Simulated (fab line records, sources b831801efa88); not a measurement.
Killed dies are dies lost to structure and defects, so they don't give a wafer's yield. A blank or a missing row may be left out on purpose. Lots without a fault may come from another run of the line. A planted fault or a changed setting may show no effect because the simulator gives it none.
fab line records | flow sky130
record lots=5 wafers=23
route steps=708 shown GATE_OXIDE@188 RES_PROTECT@209 POLY_GATE@217 LDD_N@247 LDD_P@261 LDD_HVN@269
start_h: hours from the record's first day to the start of the lot's first wafer shown | wait_h: hours since the lot's step before | " the same as in the row above | L1.1+2: a row that stands for several wafers | - no value, or no start given | * or withheld: withheld | < > ~ a bound
route shown NAME@n: a module of which the file shows steps, and the number in the route of the first | usual: mean/standard deviation of fault-free wafers | same: alike in all rows | chamber/n: place in a boat | sites: the reading at each site | _std_site: their standard deviation | _edge_site: outer sites' mean less inner sites' | radius_mm: how far each site lies from the wafer's centre | mask NAME#n: copy n | behind: the tool/chamber that last shaped the wafer | hold: why the lot was held/for how many hours/how that ended | device: the transistor (n, p or np) that didn't switch | end of line: the same wafers' tests at the end of the route | a step without rows: its recipe alone | killed: dies lost to structure and defects at the first sort, not the wafer's yield | map: a wafer's dies, x killed, . not, _ none there
set.NAME: the setting as run; set.NAME@STEP: as run at that earlier step | model.NAME: the simulator's own value behind a step, which no gauge read
lots whose settings were changed on purpose; a table a step, a row a wafer
## steps
# step SKY_GATE_OXIDE_OXIDATION_01
# recipe temp_c=900 ambient=O2 stabilise_s=600 purge_s=300 target_thk_a=102.68 ox_time_s=1473
# columns lot.wafer tool chamber start_h wait_h set.temp_c model.SiO2_of_GATE_OXIDE_OXIDATION_01.thk_nm
L074.1 - - - 1.5 915 12.23
L074.2 " - " " 915 12.1
L074.4 " - " " 915 12.18
L074.5 " - " " 915 12.2
L074.6 " - " " 915 12.19
L077.1 - - - 0.7 900 10.56
L077.2 " - " " 900 10.53
L077.3 " - " " 900 10.62
L077.4 " - " " 900 10.74
L077.6 " - " " 900 10.55
L081.1 - - - 0.4 900 10.56
L081.2 " - " " 900 10.46
L081.4 " - " " 900 10.18
L081.5 " - " " 900 10.23
L081.6 " - " " 900 10.28
L083.4 furnace-02 0 362.51 0.0 900 10.13
L083.5 " 0 " " 900 9.892
L083.6 " 0 " " 900 9.937
L085.1+6 - - - 2.0 923.1 12.86
L085.2 " - " " 923.1 12.96
L085.3 " - " " 923.1 12.78
L085.4 " - " " 923.1 13.01
# step SKY_GATE_OXIDE_THK_MEAS_02
# recipe reads=SiO2_of_GATE_OXIDE_OXIDATION_01
# usual GATE_OXIDE_OXIDATION_00_THK=10.29/0.2
# columns lot.wafer tool chamber start_h wait_h set.temp_c@GATE_OXIDE_OXIDATION_01 GATE_OXIDE_OXIDATION_00_THK[nm]
L074.1 film_metro-04 - - - 915 12.23
L074.2 " - " " 915 12.13
L074.4 " - " " 915 12.18
L074.5 " - " " 915 12.18
L074.6 " - " " 915 12.19
L077.1 film_metro-02 - - - 900 10.56
L077.2 " - " " 900 10.52
L077.3 " - " " 900 10.58
L077.4 " - " " 900 10.76
L077.6 " - " " 900 10.57
L081.1 film_metro-03 - - - 900 10.59
L081.2 " - " " 900 10.47
L081.4 " - " " 900 10.16
L081.5 " - " " 900 10.21
L081.6 " - " " 900 10.26
L083.4 film_metro-02 - 363.94 0.0 900 10.10
L083.5 " - " " 900 9.90
L083.6 " - " " 900 9.94
L085.1 film_metro-04 - - - 923.1 12.83
L085.2 " - " " 923.1 12.97
L085.3 " - " " 923.1 12.83
L085.4 " - " " 923.1 13.01
L085.6 " - " " 923.1 12.85
# step SKY_GATE_OXIDE_COAT_05
# recipe resist=NOVOLAK spin_rpm=3000 resist_thk_nm=1140
# columns lot.wafer tool chamber start_h wait_h set.spin_rpm model.NOVOLAK_of_GATE_OXIDE_COAT_05.thk_nm
L074.1 litho_track-03 0 317.54 0.1 3000 1137
L074.2 " 0 " " 3000 1139
L074.4 " 0 " " 3000 1140
L074.5 " 0 " " 3000 1138
L074.6 " 0 " " 3000 1141
L077.1+6 litho_track-04 0 322.76 0.1 3000 1140
L077.2 " 0 " " 2855 1168
L077.3 " 0 " " 2855 1166
L077.4 " 0 " " 2855 1167
L081.1 litho_track-04 0 356.96 0.1 2833 1174
L081.2 " 0 " " 3000 1140
L081.4 " 0 " " 2833 1175
L081.5 " 0 " " 3000 1141
L081.6 " 0 " " 2833 1171
L083.4+6 litho_track-02 0 375.60 0.1 3000 1138
L083.5 " 0 " " 3000 1136
L085.1+4 litho_track-02 0 474.83 0.1 3219 1100
L085.2 " 0 " " 3000 1136
L085.3 " 0 " " 3000 1143
L085.6 " 0 " " 3219 1101
# step SKY_GATE_OXIDE_IMPLANT_11
# recipe species=B energy_kev=10 dose_cm2=2.6e+12 tilt_deg=withheld
# columns lot.wafer tool chamber start_h wait_h set.energy_kev model.implant.drp_nm
L074.1+2+4+5+6 implanter-01 0 330.66 0.0 10 17.11
L077.1+3+4 implanter-01 0 335.92 0.0 10 17.11
L077.2+6 " 0 " " 9.745 16.81
L081.1+5 implanter-04 0 369.66 0.0 10 17.11
L081.2+4+6 " 0 " " 9.783 16.85
L083.4+5+6 implanter-03 0 386.17 0.1 10 17.11
L085.1+2+3+4+6 implanter-04 0 490.72 0.0 10 17.11
# step SKY_GATE_OXIDE_WET_ETCH_12
# recipe chemistry=dHF target_depth_nm=16.8 dry=n2_spin target=SiO2 dilution=100:1 temp_c=25 time_s=336
# step SKY_GATE_OXIDE_STRIP_13
# recipe chemistry=O2/N2 power_w=1400 pressure_mtorr=1500 platen_temp_c=withheld o2_flow_sccm=3000 n2_flow_sccm=300 overash_fraction=0.5
# usual strip_time_to_endpoint_s=14.17/0.04
# columns lot.wafer tool chamber start_h wait_h set.spin_rpm@GATE_OXIDE_COAT_05 strip_time_to_endpoint_s
L074.1 plasma_asher-01 1 330.92 0.0 3000 14.14
L074.2 " 0 " " 3000 14.16
L074.4 " 0 " " 3000 14.19
L074.5 " 0 " " 3000 14.15
L074.6 " 1 " " 3000 14.20
L077.1 plasma_asher-02 0 336.28 0.0 3000 14.18
L077.2 " 1 " " 2855 14.47
L077.3 " 1 " " 2855 14.46
L077.4 " 0 " " 2855 14.46
L077.6 " 0 " " 3000 14.18
L081.1 plasma_asher-01 0 369.92 0.0 2833 14.54
L081.2 " 1 " " 3000 14.18
L081.4 " 0 " " 2833 14.55
L081.5 " 1 " " 3000 14.18
L081.6 " 0 " " 2833 14.52
L083.4 plasma_asher-03 1 386.38 0.0 3000 14.15
L083.5 " 0 " " 3000 14.14
L083.6 " 1 " " 3000 14.17
L085.1 plasma_asher-01 0 490.97 0.0 3219 13.71
L085.2 " 1 " " 3000 14.13
L085.3 " 0 " " 3000 14.21
L085.4 " 1 " " 3219 13.69
L085.6 " 1 " " 3219 13.74
# step SKY_GATE_OXIDE_CLEAN_15
# recipe chemistry=SC1/SC2 mix=1:4:20 temp_c=70 time_s=150 dry=n2_spin
# step SKY_GATE_OXIDE_OXIDATION_16
# recipe temp_c=800 ambient=O2 idle_temp_c=700 ramp_up_c_per_min=10 ramp_down_c_per_min=3 stabilise_s=600 purge_s=300 target_thk_a=35.7 ox_time_s=1915
# columns lot.wafer tool chamber start_h wait_h set.temp_c@GATE_OXIDE_OXIDATION_01 model.SiO2_of_GATE_OXIDE_OXIDATION_01.thk_nm
L074.1 furnace-01 0 331.63 0.4 915 13.45
L074.2 " 0 " " 915 13.33
L074.4+5 " 0 " " 915 13.39
L074.6 " 0 " " 915 13.42
L077.1 furnace-02 0 338.01 1.4 900 11.86
L077.2 " 0 " " 900 11.79
L077.3 " 0 " " 900 11.9
L077.4 " 0 " " 900 12
L077.6 " 0 " " 900 11.8
L081.1 furnace-01 0 370.13 0.0 900 11.88
L081.2 " 0 " " 900 11.79
L081.4 " 0 " " 900 11.53
L081.5 " 0 " " 900 11.57
L081.6 " 0 " " 900 11.63
L083.4 furnace-02 0 386.55 0.0 900 11.49
L083.5 " 0 " " 900 11.29
L083.6 " 0 " " 900 11.33
L085.1+6 furnace-01 0 492.06 0.9 923.1 13.99
L085.2 " 0 " " 923.1 14.1
L085.3 " 0 " " 923.1 13.94
L085.4 " 0 " " 923.1 14.13
# step SKY_RES_PROTECT_SOFTBAKE_03
# recipe temp_c=90 time_s=60 resist=NOVOLAK
# columns lot.wafer tool chamber start_h wait_h set.temp_c
L074.1+2+4+5+6 litho_track-03 0 347.64 0.1 90
L077.1+2+3+4+6 litho_track-01 0 353.37 0.1 90
L081.1+2+5 litho_track-02 0 383.23 0.1 89.02
L081.4+6 " 0 " " 90
L083.4+5+6 litho_track-02 0 398.85 0.1 90
L085.1+6 litho_track-01 0 507.57 0.1 90
L085.2+3+4 " 0 " " 93.09
# step SKY_RES_PROTECT_EXPOSE_04
# recipe mask_id=RPM na=0.6 source_shape=conventional sigma_outer=0.6 polarization=unpolarized target_cd_nm=1270 dose_mj=131
# step SKY_RES_PROTECT_PEB_05
# recipe temp_c=withheld time_s=* resist=NOVOLAK
# step SKY_RES_PROTECT_DEVELOP_06
# recipe resist=NOVOLAK developer=TMAH develop_time_s=60 dev_temp_c=23
# columns lot.wafer tool chamber start_h wait_h set.temp_c@RES_PROTECT_SOFTBAKE_03 model.NOVOLAK_of_RES_PROTECT_COAT_02.thk_nm
L074.1 litho_track-01 0 359.42 0.1 90 1138
L074.2+4+6 " 0 " " 90 1137
L074.5 " 0 " " 90 1136
L077.1+6 litho_track-03 0 365.34 0.1 90 1141
L077.2 " 0 " " 90 1144
L077.3 " 0 " " 90 1139
L077.4 " 0 " " 90 1140
L081.1 litho_track-02 0 393.88 0.1 89.02 1145
L081.2 " 0 " " 89.02 1144
L081.4 " 0 " " 90 1140
L081.5 " 0 " " 89.02 1143
L081.6 " 0 " " 90 1143
L083.4 litho_track-01 0 407.85 0.1 90 1148
L083.5 " 0 " " 90 1145
L083.6 " 0 " " 90 1144
L085.1+6 litho_track-03 0 523.39 0.1 90 1141
L085.2 " 0 " " 93.09 1133
L085.3 " 0 " " 93.09 1131
L085.4 " 0 " " 93.09 1132
# step SKY_POLY_GATE_CVD_03
# recipe material=Si3N4 precursor=DCS/NH3 target_thk_nm=75 temp_c=770 time_s=1290 pressure_mtorr=250
# columns lot.wafer tool chamber start_h wait_h set.pressure_mtorr model.Si3N4_of_POLY_GATE_CVD_03.thk_nm
L074.1 - - - 70.8 276.9 76.73
L074.2 " - " " 276.9 77.03
L074.4 " - " " 276.9 77
L074.5 " - " " 276.9 77.19
L074.6 " - " " 276.9 76.17
L077.1 - - - 64.8 235.9 74.99
L077.2 " - " " 235.9 74.59
L077.3 " - " " 235.9 74.28
L077.4 " - " " 235.9 74.85
L077.6 " - " " 235.9 74.77
L081.1 - - - 36.3 227.1 71.66
L081.2 " - " " 227.1 72.14
L081.4 " - " " 227.1 72.29
L081.5 " - " " 227.1 72.16
L081.6 " - " " 227.1 72.76
L083.4 lpcvd-02 1 430.70 22.4 250 74.52
L083.5 " 1 " " 250 74.83
L083.6 " 1 " " 250 75.59
L085.1 - - - 1.2 214.4 71.71
L085.2 " - " " 214.4 71.53
L085.3 " - " " 214.4 72.12
L085.4 " - " " 214.4 71.48
L085.6 " - " " 214.4 71.54
# step SKY_POLY_GATE_COAT_08
# recipe resist=KrF-thick spin_rpm=3000 resist_thk_nm=450
# columns lot.wafer tool chamber start_h wait_h set.resist_thk_nm model.KrF-thick_of_POLY_GATE_COAT_08.thk_nm
L074.1 litho_track-03 0 - - 428.9 430
L074.2 " 0 " " 450 452.3
L074.4 " 0 " " 428.9 430.2
L074.5 " 0 " " 450 450.8
L074.6 " 0 " " 428.9 431.2
L077.1 litho_track-03 0 - - 450 453.2
L077.2 " 0 " " 450 449.8
L077.3 " 0 " " 450 452.1
L077.4 " 0 " " 450 451.5
L077.6 " 0 " " 450 452.7
L081.1 litho_track-01 0 - - 462.5 463.9
L081.2 " 0 " " 450 452.2
L081.4 " 0 " " 450 451.3
L081.5+6 " 0 " " 462.5 464.1
L083.4 litho_track-04 0 - - 450 449.7
L083.5 " 0 " " 450 449.5
L083.6 " 0 " " 450 448.9
L085.1+3 litho_track-04 0 - - 450 450.3
L085.2 " 0 " " 450 449.5
L085.4+6 " 0 " " 450 450.2
# step SKY_POLY_GATE_ETCH_16
# recipe stop_on=poly-Si chemistry=CH3F/O2 target=Si3N4 source_w=400 bias_w=80 pressure_mtorr=25 ch3f_flow_sccm=40 O2_flow_sccm=30 time_s=147.5 target_depth_a=750
# columns lot.wafer tool chamber start_h wait_h set.source_w set.resist_thk_nm@POLY_GATE_COAT_08 model.KrF-thick_of_POLY_GATE_COAT_08.thk_nm
L074.1 rie_diel-03 0 463.91 0.0 400 428.9 212
L074.2 " 3 " " 400 450 233.9
L074.4 " 1 " " 400 428.9 212.1
L074.5 " 3 " " 400 450 234.1
L074.6 " 2 " " 400 428.9 210.8
L077.1 rie_diel-04 0 464.71 0.0 442.2 450 232.9
L077.2 " 2 " " 442.2 450 230.7
L077.3 " 1 " " 442.2 450 229.2
L077.4+6 " 3 " " 400 450 236
L081.1 rie_diel-03 2 464.94 0.0 361 462.5 247.9
L081.2 " 3 " " 400 450 234.6
L081.4 " 0 " " 361 450 238.6
L081.5 " 1 " " 361 462.5 251
L081.6 " 0 " " 400 462.5 246.5
L083.4 rie_diel-02 3 465.03 0.0 400 450 233.6
L083.5 " 3 " " 400 450 234.1
L083.6 " 2 " " 400 450 236.1
L085.1 rie_diel-02 2 555.41 0.0 400 450 235.7
L085.2 " 1 " " 400 450 233.3
L085.3 " 3 " " 400 450 237.8
L085.4 " 0 " " 400 450 231.9
L085.6 " 2 " " 400 450 236.6
# step SKY_POLY_GATE_ETCH_17
# recipe target_depth_nm=180 stop_on=SiO2 over_etch_frac=0.56667 chemistry=HBr/Cl2 target=poly-Si icp_w=400 bias_w=100 pressure_mtorr=10 HBr_flow_sccm=150 Cl2_flow_sccm=50 time_s=70.5
# columns lot.wafer tool chamber start_h wait_h set.resist_thk_nm@POLY_GATE_COAT_08 model.KrF-thick_of_POLY_GATE_COAT_08.thk_nm
L074.1 rie_si-01 1 464.01 0.0 428.9 120.4
L074.2 " 3 " " 450 140.5
L074.4+6 " 0,1 " " 428.9 119.9
L074.5 " 2 " " 450 137.8
L077.1 rie_si-02 2 464.81 0.0 450 138.4
L077.2 " 0 " " 450 136
L077.3 " 1 " " 450 133.8
L077.4+6 " 3,0 " " 450 141.6
L081.1 rie_si-01 1 465.04 0.0 462.5 155.2
L081.2 " 0 " " 450 142
L081.4 " 2 " " 450 142.5
L081.5 " 1 " " 462.5 158.2
L081.6 " 0 " " 462.5 153.9
L083.4 rie_si-02 3 465.13 0.0 450 139.5
L083.5 " 2 " " 450 140.7
L083.6 " 3 " " 450 141.9
L085.1 rie_si-02 1 555.51 0.0 450 140.2
L085.2 " 3 " " 450 138.3
L085.3 " 2 " " 450 143
L085.4 " 0 " " 450 136.3
L085.6 " 3 " " 450 141.1
# step SKY_POLY_GATE_STRIP_18
# recipe chemistry=O2/N2 power_w=1400 pressure_mtorr=1500 platen_temp_c=withheld o2_flow_sccm=3000 n2_flow_sccm=300 overash_fraction=0.5
# usual strip_time_to_endpoint_s=3.165/0.029
# columns lot.wafer tool chamber start_h wait_h set.resist_thk_nm@POLY_GATE_COAT_08 strip_time_to_endpoint_s
L074.1 plasma_asher-02 0 464.07 0.0 428.9 2.954
L074.2 " 1 " " 450 3.180
L074.4 " 0 " " 428.9 2.951
L074.5 " 1 " " 450 3.132
L074.6 " 0 " " 428.9 2.957
L077.1 plasma_asher-02 1 464.87 0.0 450 3.157
L077.2 " 0 " " 450 3.125
L077.3 " 0 " " 450 3.100
L077.4 " 1 " " 450 3.206
L077.6 " 0 " " 450 3.177
L081.1 plasma_asher-04 1 465.10 0.0 462.5 3.331
L081.2 " 0 " " 450 3.210
L081.4 " 0 " " 450 3.197
L081.5 " 0 " " 462.5 3.358
L081.6 " 1 " " 462.5 3.302
L083.4 plasma_asher-02 0 465.22 0.1 450 3.153
L083.5 " 1 " " 450 3.164
L083.6 " 0 " " 450 3.177
L085.1 plasma_asher-03 1 555.57 0.0 450 3.170
L085.2 " 0 " " 450 3.143
L085.3 " 1 " " 450 3.201
L085.4 " 0 " " 450 3.118
L085.6 " 1 " " 450 3.191
# step SKY_LDD_N_IMPLANT_10
# recipe species=As energy_kev=20 dose_cm2=7.5e+13 tilt_deg=withheld rotation_deg=203
# columns lot.wafer tool chamber start_h wait_h set.energy_kev model.implant.rp_nm model.implant.drp_nm
L074.1+5+6 implanter-02 0 497.22 0.1 20.75 16.63 7.398
L074.2+4 " 0 " " 20 16.19 7.212
L077.1+4+6 implanter-02 0 499.62 0.1 20 15.75 7.212
L077.2+3 " 0 " " 19.66 15.56 7.126
L083.4+5+6 implanter-01 0 499.66 0.2 20 15.96 7.212
L081.1+2+4 implanter-02 0 500.82 0.1 21.14 16.41 7.495
L081.5+6 " 0 " " 20 15.76 7.212
L085.1+2 implanter-04 0 586.86 0.1 19.37 15.62 7.054
L085.3+4+6 " 0 " " 20 15.98 7.212
# step SKY_LDD_P_DEVELOP_06
# recipe resist=NOVOLAK developer=TMAH develop_time_s=60 dev_temp_c=23
# columns lot.wafer tool chamber start_h wait_h set.develop_time_s
L074.1+2+4 litho_track-03 0 526.34 0.1 60
L074.5+6 " 0 " " 53.16
L077.1+3 litho_track-02 0 528.53 0.1 60
L077.2+4+6 " 0 " " 54.81
L083.4+5+6 litho_track-03 0 530.01 0.1 60
L081.1+6 litho_track-03 0 530.54 0.1 67.89
L081.2+4+5 " 0 " " 60
L085.1+2+3 litho_track-04 0 615.91 0.1 52.76
L085.4+6 " 0 " " 60
# step SKY_LDD_P_CD_MEAS_07
# recipe target_cd_nm=380
# usual cd_nm=380/3.3
# columns lot.wafer tool chamber start_h wait_h set.develop_time_s@LDD_P_DEVELOP_06 cd_nm
L074.1 cd_sem-02 - 526.49 0.1 60 380
L074.2 " - " " 60 375
L074.4 " - " " 60 381
L074.5 " - " " 53.16 364
L074.6 " - " " 53.16 365
L077.1 cd_sem-02 - 528.68 0.1 60 382
L077.2 " - " " 54.81 372
L077.3 " - " " 60 381
L077.4 " - " " 54.81 369
L077.6 " - " " 54.81 370
L083.4 cd_sem-02 - 530.22 0.2 60 386
L083.5 " - " " 60 384
L083.6 " - " " 60 384
L081.1 cd_sem-01 - 530.69 0.1 67.89 392
L081.2 " - " " 60 378
L081.4 " - " " 60 378
L081.5 " - " " 60 378
L081.6 " - " " 67.89 389
L085.1 cd_sem-02 - 616.06 0.1 52.76 368
L085.2 " - " " 52.76 371
L085.3 " - " " 52.76 369
L085.4 " - " " 60 382
L085.6 " - " " 60 383
# step SKY_LDD_HVN_COAT_02
# recipe resist=NOVOLAK spin_rpm=3000 resist_thk_nm=300
# columns lot.wafer tool chamber start_h wait_h set.spin_rpm model.NOVOLAK_of_LDD_HVN_COAT_02.thk_nm
L074.1 litho_track-02 0 539.98 0.1 3000 300
L074.2 " 0 " " 3000 299.6
L074.4 " 0 " " 3000 299.9
L074.5 " 0 " " 3000 299.5
L074.6 " 0 " " 3000 300.2
L077.1+6 litho_track-01 0 543.52 0.1 3000 300.5
L077.2 " 0 " " 2886 306.3
L077.3 " 0 " " 3000 301.4
L077.4 " 0 " " 2886 306.5
L083.4 litho_track-02 0 545.30 0.1 3000 300.8
L083.5 " 0 " " 3000 300.7
L083.6 " 0 " " 3000 300.2
L081.1 litho_track-02 0 546.43 0.1 3000 302.1
L081.2+4 " 0 " " 3000 301.3
L081.5 " 0 " " 3000 301.4
L081.6 " 0 " " 3000 301.2
L085.1 litho_track-01 0 630.17 0.1 3000 298.8
L085.2+3 " 0 " " 2932 301.7
L085.4 " 0 " " 3000 299.3
L085.6 " 0 " " 2932 301.5
# step SKY_LDD_HVN_EXPOSE_04
# recipe mask_id=HVNTM na=0.6 source_shape=conventional sigma_outer=0.6 polarization=unpolarized target_cd_nm=700 dose_mj=127
# columns lot.wafer tool chamber start_h wait_h mask set.dose_mj
L074.1+5 iline_stepper-02 0 - - HVNTM#0 130.5
L074.2+4+6 " 0 " " HVNTM#0 127
L077.1+6 iline_stepper-01 0 - - HVNTM#0 132
L077.2+3+4 " 0 " " HVNTM#0 127
L083.4+5+6 iline_stepper-01 0 - - HVNTM#0 127
L081.1+4+6 iline_stepper-02 0 - - HVNTM#0 129.7
L081.2+5 " 0 " " HVNTM#0 127
L085.1+2+3+4+6 iline_stepper-02 0 - - HVNTM#0 127
# step SKY_LDD_HVN_PEB_05
# recipe temp_c=withheld time_s=* resist=NOVOLAK
# step SKY_LDD_HVN_DEVELOP_06
# recipe resist=NOVOLAK developer=TMAH develop_time_s=60 dev_temp_c=23
# step SKY_LDD_HVN_IMPLANT_08
# recipe species=P energy_kev=60 dose_cm2=3e+13 tilt_deg=40
# step SKY_LDD_HVN_STRIP_09
# recipe chemistry=O2/N2 power_w=1400 pressure_mtorr=1500 platen_temp_c=withheld o2_flow_sccm=3000 n2_flow_sccm=300 overash_fraction=0.5
# usual strip_time_to_endpoint_s=4.133/0.022
# columns lot.wafer tool chamber start_h wait_h set.spin_rpm@LDD_HVN_COAT_02 strip_time_to_endpoint_s
L074.1 plasma_asher-02 0 556.16 0.2 3000 4.115
L074.2 " 1 " " 3000 4.138
L074.4 " 0 " " 3000 4.148
L074.5 " 0 " " 3000 4.107
L074.6 " 1 " " 3000 4.127
L077.1 plasma_asher-02 1 558.61 0.2 3000 4.139
L077.2 " 0 " " 2886 4.214
L077.3 " 0 " " 3000 4.161
L077.4 " 1 " " 2886 4.228
L077.6 " 1 " " 3000 4.132
L083.4 plasma_asher-04 1 559.39 0.1 3000 4.161
L083.5 " 0 " " 3000 4.153
L083.6 " 1 " " 3000 4.139
L081.1 plasma_asher-01 0 560.81 0.1 3000 4.148
L081.2 " 1 " " 3000 4.160
L081.4 " 0 " " 3000 4.152
L081.5 " 0 " " 3000 4.153
L081.6 " 1 " " 3000 4.149
L085.1 plasma_asher-02 1 644.22 0.1 3000 4.111
L085.2 " 0 " " 2932 4.162
L085.3 " 1 " " 2932 4.154
L085.4 " 0 " " 3000 4.108
L085.6 " 0 " " 2932 4.154
## key
split step=SKY_GATE_OXIDE_OXIDATION_01 setting=temp_c stated=900 by=lot
response step=SKY_GATE_OXIDE_OXIDATION_01 reading=model.SiO2_of_GATE_OXIDE_OXIDATION_01.thk_nm change=+1.01 per=1% r=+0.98
response step=SKY_GATE_OXIDE_THK_MEAS_02 reading=GATE_OXIDE_OXIDATION_00_THK change=+1.02 per=1% r=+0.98
response step=SKY_GATE_OXIDE_OXIDATION_16 reading=model.SiO2_of_GATE_OXIDE_OXIDATION_01.thk_nm change=+0.942 per=1% r=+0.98
split step=SKY_GATE_OXIDE_COAT_05 setting=spin_rpm stated=3000 by=wafer
response step=SKY_GATE_OXIDE_COAT_05 reading=model.NOVOLAK_of_GATE_OXIDE_COAT_05.thk_nm change=-5.57 per=1% r=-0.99
response step=SKY_GATE_OXIDE_STRIP_13 reading=strip_time_to_endpoint_s change=* per=1% r=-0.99
split step=SKY_GATE_OXIDE_IMPLANT_11 setting=energy_kev stated=10 by=wafer
response step=SKY_GATE_OXIDE_IMPLANT_11 reading=model.implant.drp_nm change=+0.12 per=1% r=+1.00
split step=SKY_RES_PROTECT_SOFTBAKE_03 setting=temp_c stated=90 by=wafer
response step=SKY_RES_PROTECT_DEVELOP_06 reading=model.NOVOLAK_of_RES_PROTECT_COAT_02.thk_nm change=-2.64 per=1% r=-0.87
split step=SKY_POLY_GATE_CVD_03 setting=pressure_mtorr stated=250 by=lot
response step=SKY_POLY_GATE_CVD_03 reading=model.Si3N4_of_POLY_GATE_CVD_03.thk_nm change=+0.21 per=1% r=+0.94
split step=SKY_POLY_GATE_COAT_08 setting=resist_thk_nm stated=450 by=wafer
response step=SKY_POLY_GATE_COAT_08 reading=model.KrF-thick_of_POLY_GATE_COAT_08.thk_nm change=+4.48 per=1% r=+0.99
response step=SKY_POLY_GATE_ETCH_16 reading=model.KrF-thick_of_POLY_GATE_COAT_08.thk_nm change=+4.63 per=1% r=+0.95
response step=SKY_POLY_GATE_ETCH_17 reading=model.KrF-thick_of_POLY_GATE_COAT_08.thk_nm change=+4.28 per=1% r=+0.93
response step=SKY_POLY_GATE_STRIP_18 reading=strip_time_to_endpoint_s change=* per=1% r=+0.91
split step=SKY_POLY_GATE_ETCH_16 setting=source_w stated=400 by=wafer
response none clear
split step=SKY_LDD_N_IMPLANT_10 setting=energy_kev stated=20 by=wafer
response step=SKY_LDD_N_IMPLANT_10 reading=model.implant.rp_nm change=+0.116 per=1% r=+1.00
response step=SKY_LDD_N_IMPLANT_10 reading=model.implant.drp_nm change=+0.0498 per=1% r=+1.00
split step=SKY_LDD_P_DEVELOP_06 setting=develop_time_s stated=60 by=wafer
response step=SKY_LDD_P_CD_MEAS_07 reading=cd_nm change=+1.12 per=1% r=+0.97
split step=SKY_LDD_HVN_COAT_02 setting=spin_rpm stated=3000 by=wafer
response step=SKY_LDD_HVN_COAT_02 reading=model.NOVOLAK_of_LDD_HVN_COAT_02.thk_nm change=-1.39 per=1% r=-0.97
response step=SKY_LDD_HVN_STRIP_09 reading=strip_time_to_endpoint_s change=* per=1% r=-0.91
split step=SKY_LDD_HVN_EXPOSE_04 setting=dose_mj stated=127 by=wafer
response none clear
